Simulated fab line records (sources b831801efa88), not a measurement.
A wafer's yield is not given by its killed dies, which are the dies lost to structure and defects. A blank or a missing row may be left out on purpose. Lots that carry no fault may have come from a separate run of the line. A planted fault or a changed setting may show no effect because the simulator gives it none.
A struck lot beside a sound one / flow sfq-line / 17 steps out of a route of 325
Sound: the wafers L358.2, L358.3, L358.5. Struck: wafer L369.2. (L369.1 of the same lot was not struck and is left out.) The cause comes at the end.
At each step with rows: each side's tool, then ch and its chambers, then its first start. Under that, the readings that differ: sound wafers / struck wafers / difference of the means / sigmas: that difference in standard deviations of wafers without a fault.
alike: readings with means less than 2 such deviations apart, plus words and numbers identical on both sides. not compared: withheld readings, readings lacking a value on some wafer, bounds such as >300 that could conceal the same value, and numbers that have no deviation in the record and whose values overlap.
Wherever a step has rows on one side only, a row that says differs or no value, or a row with sigmas, the two part there. When numbers do not overlap yet have no deviation, they are printed without sigmas and do not part them. Lack of a reading on every wafer of one side parts them only where that side has two or more wafers.

SFQ_TRILAYER_I3_VIA_BARC_OPEN_VIA_ETCH_121: etches BARC in O2, target depth 125 nm, time 41.7 s.
  sound on rie-diel-03 ch 0,2, day 41 21:01; struck on rie-diel-03 ch 3, day 47 16:16
  alike: drypump-motor-current-A, oes-product-au
  not compared: rf-hours-counter-h
SFQ_TRILAYER_I3_VIA_ETCH_VIA_ETCH_088: etches SiO2 in CHF3, stops on Nb, target depth 260 nm.
  sound on rie-diel-03 ch 0,2, day 41 21:03; struck on rie-diel-03 ch 3, day 47 16:19
  alike: drypump-motor-current-A, oes-product-au
SFQ_TRILAYER_I3_VIA_STRIP_STRIP_089: strips in O2.
  sound on rie-metal-01 ch 0,1, day 41 21:10; struck on rie-metal-03 ch 1, day 47 16:25
  alike: drypump-motor-current-A, oes-product-au
  not compared: rf-hours-counter-h
then, 2 steps without rows for these wafers: SFQ_TRILAYER_I3_VIA_STRIP_SOLV_CLEAN_090 (cleans in NMP, time 600 s); SFQ_TRILAYER_M4_DEP_PRE_CLEAN_092 (time 22.5 s).
SFQ_TRILAYER_M4_DEP_SPUTTER_091: material Nb, target thk 200 nm, time 133.3 s.
  sound: pvd-sputter-05 at day 41 21:59; struck: pvd-sputter-06 at day 47 17:14
  alike: cathode-dc-power-W, chamber-pressure-pa, resputter-cathode-voltage-v, substrate-temp-c, throttle-valve-pct
SFQ_M4_RS_MEAS_924: uses a four-point probe to measure.
  sound: film-metro-03 at day 41 22:05; struck: film-metro-01 at day 47 17:19
reading=M4_NB_RS (ohm/sq); sound=0.882 0.889 0.880; struck=0.904; difference=+0.020; sigmas=+2
then, 4 steps without rows for these wafers: SFQ_TRILAYER_M4_LITHO_COAT_098 (resist thk 62 nm); SFQ_TRILAYER_M4_LITHO_COAT_093 (resist thk 600 nm); SFQ_TRILAYER_M4_LITHO_SOFTBAKE_097; SFQ_TRILAYER_M4_LITHO_EXPOSE_094 (exposes mask M4, target cd 500 nm).
-- the record jumps here: 6 days lie between the struck wafers' starts before and after --
SFQ_TRILAYER_M4_LITHO_PEB_096: peb time 60 s.
  sound on litho-track-03 ch 0, day 47 14:46; struck on litho-track-03 ch 0, day 53 09:02
  alike: plate-temp-C
then, 1 step without rows for these wafers: SFQ_TRILAYER_M4_LITHO_DEVELOP_095 (time 60 s).
SFQ_M4_OVL_MEAS_926:
  sound: overlay-01 at day 47 15:02; struck: overlay-01 at day 53 09:20
  alike: M4_OVL
SFQ_TRILAYER_M4_BARC_OPEN_METAL_ETCH_123: etches BARC in O2, target depth 125 nm, time 41.7 s.
  sound on rie-metal-04 ch 0,1, day 47 15:04; struck on rie-metal-04 ch 0, day 53 09:23
reading=model.M4.cd-nm (nm); sound=500.2 498 499.2; struck=485.9; difference=-13.2; sigmas=
  alike: drypump-motor-current-A, oes-product-au
  not compared: rf-hours-counter-h
SFQ_TRILAYER_M4_ETCH_METAL_ETCH_096: etches Nb in Cl2/Ar, stops on SiO2, target depth 240 nm, time 120 s.
  sound on rie-metal-04 ch 0,1, day 47 15:08; struck on rie-metal-04 ch 0, day 53 09:26
reading=model.M4.cd-nm (nm); sound=500 498.2 501.6; struck=488.4; difference=-11.5; sigmas=
  alike: drypump-motor-current-A, oes-product-au
  not compared: rf-hours-counter-h
SFQ_TRILAYER_M4_STRIP_STRIP_097: strips in O2.
  sound on rie-metal-04 ch 0,1, day 47 15:15; struck on rie-metal-04 ch 0, day 53 09:34
reading=oes-product-au (a.u.); sound=0.989 1.021 0.996; struck=0.980; difference=-0.022; sigmas=-2
  alike: drypump-motor-current-A
  not compared: rf-hours-counter-h

WHERE THEY PART
Last at SFQ_TRILAYER_M4_STRIP_STRIP_097 as far as this record goes, first at SFQ_M4_RS_MEAS_924.

WHY: what had been put in by the simulator
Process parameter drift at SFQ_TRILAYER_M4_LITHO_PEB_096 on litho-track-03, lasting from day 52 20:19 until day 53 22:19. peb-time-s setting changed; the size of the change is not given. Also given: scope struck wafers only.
